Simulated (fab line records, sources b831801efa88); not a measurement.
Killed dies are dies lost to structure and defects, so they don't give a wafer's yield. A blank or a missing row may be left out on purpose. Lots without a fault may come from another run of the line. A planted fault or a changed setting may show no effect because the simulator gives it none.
Which tool did it? | flow sky130 | 13 lots, 39 wafers sampled, at 3 steps of a route of 708

WHAT THE GAUGES READ, wafer by wafer
SKY_LDD_HVN_TW_MEAS_10.
lot  | measured     | on            | LDD_HVN_TW
L522 | day 19 21:41 | film_metro-01 | 1426 1422 1419
L526 | day 21 16:53 | film_metro-01 | 1411 1412 1409
L525 | day 21 19:54 | film_metro-04 | 1453 1449 1454
L528 | day 22 19:35 | film_metro-01 | 1413 1421 1417
L530 | day 23 04:47 | film_metro-03 | 1457 1449 1448
L531 | day 23 17:01 | film_metro-03 | 1446 1446 1449
L532 | day 24 03:24 | film_metro-03 | 1458 1451 1452
L533 | day 24 12:48 | film_metro-04 | 1447 1444 1444
L535 | day 24 23:02 | film_metro-04 | 850 842 845
L534 | day 24 23:56 | film_metro-03 | 1456 1461 1458
L536 | day 25 09:14 | film_metro-04 | 1459 1456 1454
L544 | day 28 14:18 | film_metro-04 | 1454 1450 1451
L545 | day 29 04:36 | film_metro-01 | 1420 1417 1415

WHICH TOOL RAN EACH LOT (tool, then ch and the chambers of the sampled wafers, then the start)
lot  | SKY_LDD_P_STRIP_10                   | SKY_LDD_HVN_STRIP_09
L522 | plasma_asher-03 ch 1, day 18 14:18   | plasma_asher-03 ch 0,1, day 19 21:35
L526 | plasma_asher-03 ch 1, day 20 10:03   | plasma_asher-01 ch 1, day 21 16:47
L525 | plasma_asher-04 ch 0,1, day 20 12:32 | plasma_asher-02 ch 0,1, day 21 19:48
L528 | plasma_asher-04 ch 0,1, day 21 13:12 | plasma_asher-01 ch 0,1, day 22 19:29
L530 | plasma_asher-02 ch 0, day 21 22:21   | plasma_asher-01 ch 0,1, day 23 04:41
L531 | plasma_asher-04 ch 0,1, day 22 10:41 | plasma_asher-01 ch 0,1, day 23 16:56
L532 | plasma_asher-04 ch 0,1, day 22 21:06 | plasma_asher-03 ch 0,1, day 24 03:18
L533 | plasma_asher-03 ch 0,1, day 23 06:47 | plasma_asher-02 ch 0,1, day 24 12:42
L535 | plasma_asher-03 ch 0,1, day 23 16:51 | plasma_asher-02 ch 0,1, day 24 22:56
L534 | plasma_asher-02 ch 0,1, day 23 18:20 | plasma_asher-01 ch 0,1, day 24 23:50
L536 | plasma_asher-04 ch 0,1, day 24 03:29 | plasma_asher-02 ch 0,1, day 25 09:08
L544 | plasma_asher-03 ch 0,1, day 27 09:48 | plasma_asher-02 ch 0,1, day 28 14:12
L545 | plasma_asher-02 ch 0,1, day 28 00:29 | plasma_asher-03 ch 0,1, day 29 04:30
- SKY_LDD_P_STRIP_10: strips in O2/N2.
- SKY_LDD_HVN_STRIP_09: strips in O2/N2.

WHAT THE TOOLS THEMSELVES READ (means of the sampled wafers that have a number; where no wafer has one, the mark that the record gives instead)
SKY_LDD_P_STRIP_10.
lot  | tool            | drypump_motor_current_A (A) | oes_product_au (a.u.) | strip_time_to_endpoint_s (s)
L522 | plasma_asher-03 | 5.7                         | 0.712                 | 14.19
L526 | plasma_asher-03 | 5.7                         | 0.715                 | 14.26
L525 | plasma_asher-04 | 6.1                         | 0.715                 | 14.23
L528 | plasma_asher-04 | 6.3                         | 0.709                 | 14.15
L530 | plasma_asher-02 | 5.9                         | 0.715                 | 14.16
L531 | plasma_asher-04 | 6.3                         | 0.714                 | 14.12
L532 | plasma_asher-04 | 6.0                         | 0.716                 | 14.15
L533 | plasma_asher-03 | 5.9                         | 0.714                 | 14.16
L535 | plasma_asher-03 | 5.9                         | 0.956                 | -
L534 | plasma_asher-02 | 5.8                         | 0.713                 | 14.09
L536 | plasma_asher-04 | 6.3                         | 0.714                 | 14.13
L544 | plasma_asher-03 | 6.1                         | 0.714                 | 14.17
L545 | plasma_asher-02 | 5.8                         | 0.718                 | 14.11

SKY_LDD_HVN_STRIP_09.
lot  | tool            | drypump_motor_current_A (A) | oes_product_au (a.u.) | strip_time_to_endpoint_s (s)
L522 | plasma_asher-03 | 6.1                         | 0.412                 | 4.137
L526 | plasma_asher-01 | 6.3                         | 0.403                 | 4.129
L525 | plasma_asher-02 | 5.6                         | 0.413                 | 4.160
L528 | plasma_asher-01 | 5.8                         | 0.412                 | 4.143
L530 | plasma_asher-01 | 5.3                         | 0.408                 | 4.126
L531 | plasma_asher-01 | 5.8                         | 0.408                 | 4.122
L532 | plasma_asher-03 | 5.9                         | 0.403                 | 4.119
L533 | plasma_asher-02 | 5.6                         | 0.406                 | 4.130
L535 | plasma_asher-02 | 5.8                         | 0.486                 | 6.124
L534 | plasma_asher-01 | 5.8                         | 0.404                 | 4.134
L536 | plasma_asher-02 | 5.6                         | 0.404                 | 4.118
L544 | plasma_asher-02 | 5.8                         | 0.406                 | 4.112
L545 | plasma_asher-03 | 5.9                         | 0.413                 | 4.116

THE ANSWER, worked out from the rows above alone
Rule: what is usual is taken from the lots themselves. Put in order of their means at a reading, lots are off if they are a third of the lots or fewer, leave a main group of 4 or more, and stand apart from it by a gap of 3 or more times the standard deviation of the main group's means; of several such gaps the widest counts. A main group whose means are all the same, to the digits that the tables above print for the reading, isn't used. A lot without any number at a reading at which 4 lots or more have one is off too. The other lots that the step has rows for count as sound. The gauges are gone through in route order, then the tools' own readings, and for those a lot's mean is taken as printed above. The first step at which some lot is off is used, and at that step the reading that is off furthest; a lot without a number counts as furthest.
Off: L535, at SKY_LDD_HVN_TW_MEAS_10 (LDD_HVN_TW). The main group: mean 1440, standard deviation 17.
A tool fits if, at a process step before that reading, it ran every lot that is off, and no sound lot after the first of them. The gauges at SKY_LDD_HVN_TW_MEAS_10 aren't tried: what is off there is off at SKY_LDD_P_STRIP_10 too, on other tools, and a gauge's error can't cause that. None of those tried fits.

WHAT THE SIMULATOR HAD PUT IN
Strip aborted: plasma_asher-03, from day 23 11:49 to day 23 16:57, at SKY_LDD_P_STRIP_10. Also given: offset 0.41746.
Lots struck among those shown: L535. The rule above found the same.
